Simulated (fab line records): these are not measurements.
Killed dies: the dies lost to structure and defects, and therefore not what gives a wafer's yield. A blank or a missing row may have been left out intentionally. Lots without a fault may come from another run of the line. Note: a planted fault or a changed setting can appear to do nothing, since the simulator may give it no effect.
fab line records	flow gf180mcu
[record] lots = 6	wafers = 18	last_day = 34
route steps=602 shown NWELL@50 LVPWELL@54 MVSD@66 MVPSD@78 VT_IMPLANT@90
lots with no fault: from the same line, run without faults
start_h: the number of hours between the record's first day and the start of the first shown wafer of the lot	wait_h: hours elapsed since this lot's preceding step	" same as the row above	L1.1+2: several wafers, shown together as one row	- value missing, or start not given	* or withheld: withheld	< > ~ a bound
route shown NAME@n: a module of which the file shows steps, and the number in the route of the first	usual: mean and standard deviation over wafers with no fault	same: alike in all rows	chamber/n: place in a boat	sites: per-site readings	_std_site: standard deviation of those values	_edge_site: outer sites' mean less inner sites'	radius_mm: how far each site lies from the wafer's centre	mask NAME#n: copy n	behind: tool/chamber where the wafer was last shaped	hold: cause of the lot's hold/its duration in hours/its outcome	device: the transistor (n, p or np) that didn't switch	end of line: the tests these same wafers got at the end of their route	step lacking rows: just its recipe	killed: count of dies lost to structure and defects at first sort (not the wafer's yield)	map: dies across one wafer; x = killed, . = not, _ = none there
set.NAME: the setting that was run; set.NAME@STEP: the one run at that earlier step	model.NAME: the simulator's own value behind a step, which no gauge read
lots seen at some steps along the route; tables by step, rows by wafer
services: the hour from which a tool's chamber was out of use, counted from the record's first day as start_h (under 0 if before that day), plus the number of hours and why
[[steps]]
[step GF_NWELL_IMPLANT_08]
[recipe] species = P	energy_kev = 450	dose_cm2 = 1.5e+13	tilt_deg = 0
[step GF_NWELL_IMPLANT_09]
[recipe] species = P	energy_kev = 160	dose_cm2 = 4e+12	tilt_deg = 0
[step GF_NWELL_STRIP_10]
[recipe] chemistry = O2/N2	power_w = 1400	pressure_mtorr = 1500	platen_temp_c = 250	o2_flow_sccm = 3000	n2_flow_sccm = 300	overash_fraction = 0.5
[usual] drypump_motor_current_A = 5.7/0.51	heater_power_w = 340/59	oes_product_au = 0.723/0.0047	strip_time_to_endpoint_s = 37.03/0.1
lot.wafer	tool	chamber	start_h	wait_h	drypump_motor_current_A	heater_power_w	oes_product_au	rf_hours_counter_h	strip_time_to_endpoint_s
L992.2	plasma_asher-02	1	54.33	0.1	5.5	327	0.723	40	37.04
L992.5	"	0	"	"	5.6	370	0.719	-	37.14
L992.6	"	1	"	"	5.5	336	0.723	-	37.11
L105.1	plasma_asher-04	1	127.08	0.1	4.9	317	0.721	48	36.93
L105.4	"	0	"	"	6.5	301	0.717	-	36.97
L105.5	"	0	"	"	6.5	308	0.721	-	36.95
L106.1	plasma_asher-01	1	130.15	0.1	5.7	274	0.718	36	37.10
L106.2	"	0	"	"	5.7	441	0.724	36	37.06
L106.3	"	1	"	"	5.7	273	0.723	-	36.95
L107.3	plasma_asher-04	0	137.37	0.1	6.5	301	0.723	-	37.09
L107.4	"	1	"	"	4.9	326	0.726	-	37.03
L107.5	"	0	"	"	6.5	314	0.714	-	37.08
L108.3	plasma_asher-01	1	143.03	0.1	5.7	283	0.721	-	37.24
L108.4	"	0	"	"	5.7	446	0.730	-	37.15
L108.6	"	1	"	"	5.7	278	0.716	-	37.14
L115.1	plasma_asher-02	0	183.80	0.1	5.6	397	0.723	7	37.13
L115.2	"	1	"	"	5.5	328	0.720	7	37.10
L115.6	"	0	"	"	5.6	395	0.721	-	37.03
[step GF_NWELL_TW_MEAS_11]
[usual] NWELL_TW = 1576/6.7
lot.wafer	tool	chamber	start_h	wait_h	NWELL_TW
L992.2	film_metro-01	-	54.44	0.1	1575
L992.5	"	-	"	"	1575
L992.6	"	-	"	"	1578
L105.1	film_metro-01	-	127.18	0.1	1572
L105.4	"	-	"	"	1581
L105.5	"	-	"	"	1567
L106.1	film_metro-03	-	130.25	0.1	1579
L106.2	"	-	"	"	1578
L106.3	"	-	"	"	1576
L107.3	film_metro-03	-	137.45	0.1	1578
L107.4	"	-	"	"	1575
L107.5	"	-	"	"	1579
L108.3	film_metro-03	-	143.12	0.1	1575
L108.4	"	-	"	"	1584
L108.6	"	-	"	"	1579
L115.1	film_metro-02	-	183.90	0.1	1571
L115.2	"	-	"	"	1572
L115.6	"	-	"	"	1576
[step GF_LVPWELL_DEHYDRATE_00]
[recipe] temp_c = 200	time_s = 60
[step GF_LVPWELL_HMDS_01]
[recipe] prime_time_s = 60	prime_temp_c = 120
[step GF_LVPWELL_COAT_02]
[recipe] spin_rpm = 2000	resist_thk_nm = 3000
[step GF_LVPWELL_SOFTBAKE_03]
[recipe] temp_c = 110	time_s = withheld
[step GF_LVPWELL_EXPOSE_04]
[recipe] mask_id = LVPWELL	target_cd_nm = 600	na = 0.6	source_shape = conventional	sigma_outer = 0.6	dose_mj = 260
[step GF_LVPWELL_PEB_05]
[recipe] temp_c = 115	time_s = withheld
[step GF_LVPWELL_DEVELOP_06]
[recipe] wall_angle_deg = 90	develop_time_s = 60	dev_temp_c = 23
[step GF_LVPWELL_OVL_MEAS_07]
[usual] LVPWELL_OVL = 0.0/1.5
lot.wafer	tool	chamber	start_h	wait_h	LVPWELL_OVL[nm]
L992.2	overlay-02	-	66.84	-	1.0
L992.5	"	-	"	"	2.0
L992.6	"	-	"	"	1.5
L105.1	overlay-02	-	142.31	-	-1.1
L105.4	"	-	"	"	-1.4
L105.5	"	-	"	"	1.1
L106.1	overlay-02	-	145.50	-	0.7
L106.2	"	-	"	"	1.2
L106.3	"	-	"	"	0.1
L107.3	overlay-02	-	152.86	-	1.2
L107.4	"	-	"	"	0.5
L107.5	"	-	"	"	1.1
L108.3	overlay-02	-	158.52	-	2.3
L108.4	"	-	"	"	1.1
L108.6	"	-	"	"	0.5
L115.1	overlay-02	-	200.60	-	-1.1
L115.2	"	-	"	"	-2.5
L115.6	"	-	"	"	-1.8
[step GF_LVPWELL_IMPLANT_08]
[recipe] species = B	energy_kev = 170	dose_cm2 = 1.5e+13	tilt_deg = 0
[usual] beam_energy_keV = 170.00/0.053	beam_on_s = 10.00/0.2
lot.wafer	tool	chamber	start_h	wait_h	beam_energy_keV	beam_on_s
L992.2	implanter-04	0	66.89	0.0	170.01	9.64
L992.5	"	0	"	"	169.99	10.26
L992.6	"	0	"	"	169.97	9.98
L105.1	implanter-03	0	142.35	0.0	170.01	10.21
L105.4	"	0	"	"	170.01	10.25
L105.5	"	0	"	"	169.94	10.05
L106.1	implanter-03	-	145.53	0.0	-	-
L106.2	"	-	"	"	-	-
L106.3	"	-	"	"	-	-
L107.3	implanter-04	-	152.93	0.1	-	-
L107.4	"	-	"	"	-	-
L107.5	"	-	"	"	-	-
L108.3	implanter-04	0	158.60	0.1	169.99	9.52
L108.4	"	0	"	"	169.98	10.09
L108.6	"	0	"	"	169.99	10.16
L115.1	implanter-04	0	200.63	0.0	170.01	10.19
L115.2	"	0	"	"	169.94	9.73
L115.6	"	0	"	"	170.01	9.80
[step GF_LVPWELL_IMPLANT_09]
[recipe] species = B	energy_kev = 60	dose_cm2 = 5e+12	tilt_deg = 0
[step GF_LVPWELL_STRIP_10]
[recipe] chemistry = O2/N2	power_w = 1400	pressure_mtorr = 1500	platen_temp_c = 250	o2_flow_sccm = 3000	n2_flow_sccm = 300	overash_fraction = 0.5
[usual] drypump_motor_current_A = 5.4/0.62	heater_power_w = 337/29	oes_product_au = 0.722/0.0051	strip_time_to_endpoint_s = 37.00/0.1
lot.wafer	tool	chamber	start_h	wait_h	drypump_motor_current_A	heater_power_w	oes_product_au	rf_hours_counter_h	strip_time_to_endpoint_s
L992.2	plasma_asher-04	1	67.17	0.1	4.9	315	0.719	42	36.95
L992.5	"	0	"	"	6.5	310	0.722	-	36.95
L992.6	"	1	"	"	4.9	315	0.732	-	37.08
L105.1	plasma_asher-03	0	142.65	0.1	5.0	334	0.717	47	37.08
L105.4	"	0	"	"	5.0	330	0.728	-	37.13
L105.5	"	0	"	"	5.0	330	0.726	-	37.14
L106.1	plasma_asher-02	0	145.83	0.1	5.5	409	0.719	3	37.00
L106.2	"	1	"	"	5.5	314	0.717	3	36.92
L106.3	"	1	"	"	5.5	321	0.725	-	36.78
L107.3	plasma_asher-04	1	153.22	0.1	4.9	325	0.720	-	36.98
L107.4	"	0	"	"	6.5	309	0.718	-	36.86
L107.5	"	1	"	"	4.9	322	0.715	-	36.78
L108.3	plasma_asher-04	0	158.88	0.1	6.5	304	0.711	-	37.08
L108.4	"	1	"	"	4.9	329	0.727	-	37.13
L108.6	"	1	"	"	4.9	326	0.719	-	37.03
L115.1	plasma_asher-04	1	200.93	0.1	4.9	322	0.729	56	37.05
L115.2	"	0	"	"	6.5	313	0.731	56	37.03
L115.6	"	1	"	"	4.9	325	0.721	-	36.99
[step GF_LVPWELL_TW_MEAS_11]
[usual] LVPWELL_TW = 560.1/2.4
lot.wafer	tool	chamber	start_h	wait_h	LVPWELL_TW
L992.2	film_metro-02	-	67.28	0.1	560.9
L992.5	"	-	"	"	561.8
L992.6	"	-	"	"	557.2
L105.1	film_metro-03	-	142.75	0.1	559.7
L105.4	"	-	"	"	558.8
L105.5	"	-	"	"	565.5
L106.1	film_metro-02	-	145.93	0.1	338.1
L106.2	"	-	"	"	338.4
L106.3	"	-	"	"	338.9
L107.3	film_metro-03	-	153.30	0.1	340.6
L107.4	"	-	"	"	338.2
L107.5	"	-	"	"	339.5
L108.3	film_metro-02	-	158.97	0.1	555.0
L108.4	"	-	"	"	558.5
L108.6	"	-	"	"	555.1
L115.1	film_metro-01	-	201.03	0.1	557.9
L115.2	"	-	"	"	561.4
L115.6	"	-	"	"	559.3
[step GF_MVSD_DEHYDRATE_00]
[recipe] temp_c = 200	time_s = 60
[step GF_MVSD_HMDS_01]
[recipe] prime_time_s = 60	prime_temp_c = 120
[step GF_MVSD_COAT_02]
[recipe] spin_rpm = 2000	resist_thk_nm = 3000
[step GF_MVSD_SOFTBAKE_03]
[recipe] temp_c = 110	time_s = withheld
[step GF_MVSD_EXPOSE_04]
[recipe] mask_id = MVSD	target_cd_nm = 1000	na = 0.6	source_shape = conventional	sigma_outer = 0.6	dose_mj = 260
[step GF_MVSD_PEB_05]
[recipe] temp_c = 115	time_s = withheld
[step GF_MVSD_DEVELOP_06]
[recipe] wall_angle_deg = 90	develop_time_s = 60	dev_temp_c = 23
[step GF_MVSD_OVL_MEAS_07]
[usual] MVSD_OVL = 1.0/1.5
lot.wafer	tool	chamber	start_h	wait_h	MVSD_OVL[nm]
L992.2	overlay-01	-	80.49	-	0.9
L992.5	"	-	"	"	-1.9
L992.6	"	-	"	"	-1.3
L105.1	overlay-01	-	157.86	-	1.5
L105.4	"	-	"	"	-0.2
L105.5	"	-	"	"	1.0
L106.1	overlay-01	-	161.56	-	3.2
L106.2	"	-	"	"	2.9
L106.3	"	-	"	"	2.1
L107.3	overlay-02	-	168.59	-	0.1
L107.4	"	-	"	"	1.4
L107.5	"	-	"	"	-0.6
L108.3	overlay-01	-	175.23	-	1.3
L108.4	"	-	"	"	-1.0
L108.6	"	-	"	"	1.9
L115.1	overlay-02	-	218.47	-	1.4
L115.2	"	-	"	"	0.8
L115.6	"	-	"	"	2.1
[step GF_MVSD_IMPLANT_08]
[recipe] species = P	energy_kev = 400	dose_cm2 = 1.6e+13	tilt_deg = 0
[step GF_MVSD_IMPLANT_09]
[recipe] species = P	energy_kev = 100	dose_cm2 = 5e+12	tilt_deg = 0
[step GF_MVSD_STRIP_10]
[recipe] chemistry = O2/N2	power_w = 1400	pressure_mtorr = 1500	platen_temp_c = 250	o2_flow_sccm = 3000	n2_flow_sccm = 300	overash_fraction = 0.5
[usual] drypump_motor_current_A = 5.4/0.63	heater_power_w = 337/40	oes_product_au = 0.722/0.0041	strip_time_to_endpoint_s = 36.96/0.084
lot.wafer	tool	chamber	start_h	wait_h	drypump_motor_current_A	heater_power_w	oes_product_au	rf_hours_counter_h	strip_time_to_endpoint_s
L992.2	plasma_asher-03	0	80.82	0.1	5.0	334	0.719	40	36.91
L992.5	"	0	"	"	5.0	336	0.725	-	36.94
L992.6	"	1	"	"	5.0	368	0.729	-	36.97
L105.1	plasma_asher-04	0	158.20	0.1	6.5	312	0.718	51	37.04
L105.4	"	1	"	"	4.9	326	0.717	-	37.00
L105.5	"	0	"	"	6.5	304	0.723	-	37.01
L106.1	plasma_asher-04	1	161.90	0.1	4.9	324	0.716	52	36.96
L106.2	"	0	"	"	6.5	305	0.720	52	36.91
L106.3	"	1	"	"	4.9	315	0.721	-	36.90
L107.3	plasma_asher-04	0	168.95	0.1	6.5	299	0.720	-	37.00
L107.4	"	1	"	"	4.9	320	0.733	-	36.95
L107.5	"	1	"	"	4.9	323	0.719	-	37.06
L108.3	plasma_asher-03	0	175.59	0.1	5.0	332	0.721	-	36.87
L108.4	"	1	"	"	5.0	382	0.725	-	36.99
L108.6	"	1	"	"	5.0	367	0.725	-	36.93
L115.1	plasma_asher-04	1	218.80	0.1	4.9	318	0.720	58	36.93
L115.2	"	0	"	"	6.5	305	0.720	58	36.91
L115.6	"	0	"	"	6.5	300	0.724	-	36.94
[step GF_MVSD_TW_MEAS_11]
[usual] MVSD_TW = 1580/8
lot.wafer	tool	chamber	start_h	wait_h	MVSD_TW
L992.2	film_metro-03	-	80.93	0.1	1591
L992.5	"	-	"	"	1588
L992.6	"	-	"	"	1590
L105.1	film_metro-03	-	158.30	0.1	1577
L105.4	"	-	"	"	1578
L105.5	"	-	"	"	1570
L106.1	film_metro-02	-	162.00	0.1	1564
L106.2	"	-	"	"	1570
L106.3	"	-	"	"	1570
L107.3	film_metro-01	-	169.04	0.1	1580
L107.4	"	-	"	"	1586
L107.5	"	-	"	"	1594
L108.3	film_metro-03	-	175.67	0.1	1577
L108.4	"	-	"	"	1567
L108.6	"	-	"	"	1582
L115.1	film_metro-02	-	218.90	0.1	1558
L115.2	"	-	"	"	1569
L115.6	"	-	"	"	1566
[step GF_MVPSD_DEHYDRATE_00]
[recipe] temp_c = 200	time_s = 60
[step GF_MVPSD_HMDS_01]
[recipe] prime_time_s = 60	prime_temp_c = 120
[step GF_MVPSD_COAT_02]
[recipe] spin_rpm = 2000	resist_thk_nm = 3000
[step GF_MVPSD_SOFTBAKE_03]
[recipe] temp_c = 110	time_s = withheld
[step GF_MVPSD_EXPOSE_04]
[recipe] mask_id = MVPSD	target_cd_nm = 1000	na = 0.6	source_shape = conventional	sigma_outer = 0.6	dose_mj = 260
[step GF_MVPSD_PEB_05]
[recipe] temp_c = 115	time_s = withheld
[step GF_MVPSD_DEVELOP_06]
[recipe] wall_angle_deg = 90	develop_time_s = 60	dev_temp_c = 23
[step GF_MVPSD_OVL_MEAS_07]
[usual] MVPSD_OVL = -0.3/1.5
lot.wafer	tool	chamber	start_h	wait_h	MVPSD_OVL[nm]
L992.2	overlay-01	-	94.15	-	0.3
L992.5	"	-	"	"	0.7
L992.6	"	-	"	"	0.1
L105.1	overlay-02	-	174.05	-	-3.6
L105.4	"	-	"	"	-4.2
L105.5	"	-	"	"	-2.7
L106.1	overlay-02	-	178.18	-	0.4
L106.2	"	-	"	"	-1.1
L106.3	"	-	"	"	0.9
L107.3	overlay-01	-	185.44	-	-1.9
L107.4	"	-	"	"	-1.6
L107.5	"	-	"	"	-1.8
L108.3	overlay-01	-	192.18	-	-0.3
L108.4	"	-	"	"	-0.1
L108.6	"	-	"	"	-1.6
L115.1	overlay-02	-	236.43	-	-1.5
L115.2	"	-	"	"	-1.1
L115.6	"	-	"	"	-2.8
[step GF_MVPSD_IMPLANT_08]
[recipe] species = B	energy_kev = 170	dose_cm2 = 1.5e+13	tilt_deg = 0
[step GF_MVPSD_IMPLANT_09]
[recipe] species = B	energy_kev = 40	dose_cm2 = 5e+12	tilt_deg = 0
[step GF_MVPSD_STRIP_10]
[recipe] chemistry = O2/N2	power_w = 1400	pressure_mtorr = 1500	platen_temp_c = 250	o2_flow_sccm = 3000	n2_flow_sccm = 300	overash_fraction = 0.5
[usual] drypump_motor_current_A = 5.51/0.24	heater_power_w = 360/58	oes_product_au = 0.723/0.0047	strip_time_to_endpoint_s = 37.02/0.14
lot.wafer	tool	chamber	start_h	wait_h	drypump_motor_current_A	heater_power_w	oes_product_au	rf_hours_counter_h	strip_time_to_endpoint_s
L992.2	plasma_asher-03	1	94.48	0.1	4.92	375	0.730	41	37.09
L992.5	"	1	"	"	4.96	378	0.721	-	37.07
L992.6	"	0	"	"	5.03	337	0.719	-	37.11
L105.1	plasma_asher-02	1	174.38	0.1	5.47	327	0.732	6	37.03
L105.4	"	1	"	"	5.51	323	0.718	-	37.02
L105.5	"	1	"	"	5.51	328	0.718	-	37.03
L106.1	plasma_asher-02	0	178.52	0.1	5.54	408	0.730	6	36.89
L106.2	"	1	"	"	5.50	323	0.721	6	36.89
L106.3	"	0	"	"	5.54	404	0.729	-	37.02
L107.3	plasma_asher-02	1	185.80	0.1	5.55	329	0.734	-	36.98
L107.4	"	0	"	"	5.54	395	0.727	-	37.15
L107.5	"	0	"	"	5.59	395	0.725	-	36.87
L108.3	plasma_asher-03	0	192.54	0.1	5.01	334	0.729	-	36.96
L108.4	"	1	"	"	5.00	378	0.726	-	37.02
L108.6	"	0	"	"	5.01	339	0.722	-	36.91
L115.1	plasma_asher-02	1	236.77	0.1	5.49	322	0.725	12	36.81
L115.2	"	0	"	"	5.55	401	0.718	12	36.83
L115.6	"	0	"	"	5.54	396	0.718	-	36.90
[step GF_MVPSD_TW_MEAS_11]
[usual] MVPSD_TW = 553.3/3
lot.wafer	tool	chamber	start_h	wait_h	MVPSD_TW
L992.2	film_metro-03	-	94.59	0.1	555.9
L992.5	"	-	"	"	555.8
L992.6	"	-	"	"	557.7
L105.1	film_metro-03	-	174.48	0.1	554.3
L105.4	"	-	"	"	556.5
L105.5	"	-	"	"	552.5
L106.1	film_metro-01	-	178.62	0.1	554.2
L106.2	"	-	"	"	556.1
L106.3	"	-	"	"	555.0
L107.3	film_metro-01	-	185.89	0.1	553.8
L107.4	"	-	"	"	553.1
L107.5	"	-	"	"	553.5
L108.3	film_metro-03	-	192.62	0.1	557.8
L108.4	"	-	"	"	558.6
L108.6	"	-	"	"	556.8
L115.1	film_metro-03	-	236.87	0.1	551.4
L115.2	"	-	"	"	554.5
L115.6	"	-	"	"	554.1
[step GF_VT_IMPLANT_DEHYDRATE_00]
[recipe] temp_c = 200	time_s = 60
[step GF_VT_IMPLANT_HMDS_01]
[recipe] prime_time_s = 60	prime_temp_c = 120
[step GF_VT_IMPLANT_RS_MEAS_48]
[recipe] thk_meas_gauge = four-point-probe
[usual] LVPWELL_RS = 1197.9/2.9
lot.wafer	tool	chamber	start_h	wait_h	LVPWELL_RS[ohm/sq]
L992.2	film_metro-02	-	154.87	0.1	1199.3
L992.5	"	-	"	"	1195.7
L992.6	"	-	"	"	1192.0
L105.1	film_metro-01	-	243.80	0.1	1200.9
L105.4	"	-	"	"	1199.8
L105.5	"	-	"	"	1197.7
L106.1	film_metro-02	-	249.45	0.1	3806.9
L106.2	"	-	"	"	3822.2
L106.3	"	-	"	"	3810.2
L107.3	film_metro-01	-	258.62	0.1	3804.5
L107.4	"	-	"	"	3806.2
L107.5	"	-	"	"	3807.7
L108.3	film_metro-01	-	265.54	0.1	1195.2
L108.4	"	-	"	"	1191.9
L108.6	"	-	"	"	1196.3
L115.1	film_metro-03	-	315.78	0.1	1201.3
L115.2	"	-	"	"	1205.3
L115.6	"	-	"	"	1199.5
[[services]]
tool	chamber	start_h	hours	kind
implanter-04	-	33.00	1.3	repair
plasma_asher-04	-	53.25	0.9	repair
implanter-03	-	61.72	3.4	repair
plasma_asher-02	-	61.90	1.3	repair
plasma_asher-01	-	79.35	2.9	repair
plasma_asher-02	-	108.75	9.0	pm
plasma_asher-02	0	108.75	9.0	vent_cycle
plasma_asher-02	1	108.75	9.0	vent_cycle
plasma_asher-02	0	117.75	-	clean
plasma_asher-02	1	117.75	-	clean
plasma_asher-02	-	118.11	1.0	repair
plasma_asher-02	-	127.68	4.3	pm
implanter-04	-	176.01	3.0	repair
plasma_asher-02	-	186.24	2.8	repair
plasma_asher-02	-	193.88	1.9	repair
plasma_asher-01	-	204.84	0.4	repair
plasma_asher-02	-	205.76	2.7	repair
implanter-03	-	206.26	3.6	pm
[[key]]
[first_sign] step = GF_LVPWELL_IMPLANT_08	reading = tool_record	direction = missing
[effect] step = GF_LVPWELL_TW_MEAS_11	reading = LVPWELL_TW	direction = down	sigmas = 93	usual = 560.1	struck = 338.9
[effect] step = GF_VT_IMPLANT_RS_MEAS_48	reading = LVPWELL_RS	direction = up	sigmas = 99+	usual = 1197.9	struck = 3809.6
met_at GF_LVPWELL_IMPLANT_08
struck_wafers L106.1,L106.2,L106.3,L107.3,L107.4,L107.5
later_rows_left_out L106.1,L106.2,L106.3,L107.3,L107.4,L107.5
sort_left_out L106.1,L106.2,L106.3,L107.3,L107.4,L107.5
tester_left_out L106,L107
onset_between 142.35 145.53
[fault] kind = skipped_step_whole	tool = implanter-03,implanter-04	chamber = -	onset_h = 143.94	steps = GF_LVPWELL_IMPLANT_08	scope = struck_lots_only
// tester_left_out: of these lots the tester's yield and bins aren't shown, on N5 and GAA mostly nor the transistor test; their killed dies are dies lost to structure and defects alone, not to doping, threshold or leakage, so they don't give the yield
// sort_left_out: the simulated sort isn't trusted on such a fault, so these wafers' sort isn't shown, and their yield isn't known
// later_rows_left_out: the simulator's readings of these wafers behind a module that went badly wrong aren't trusted and aren't shown, but for the sort
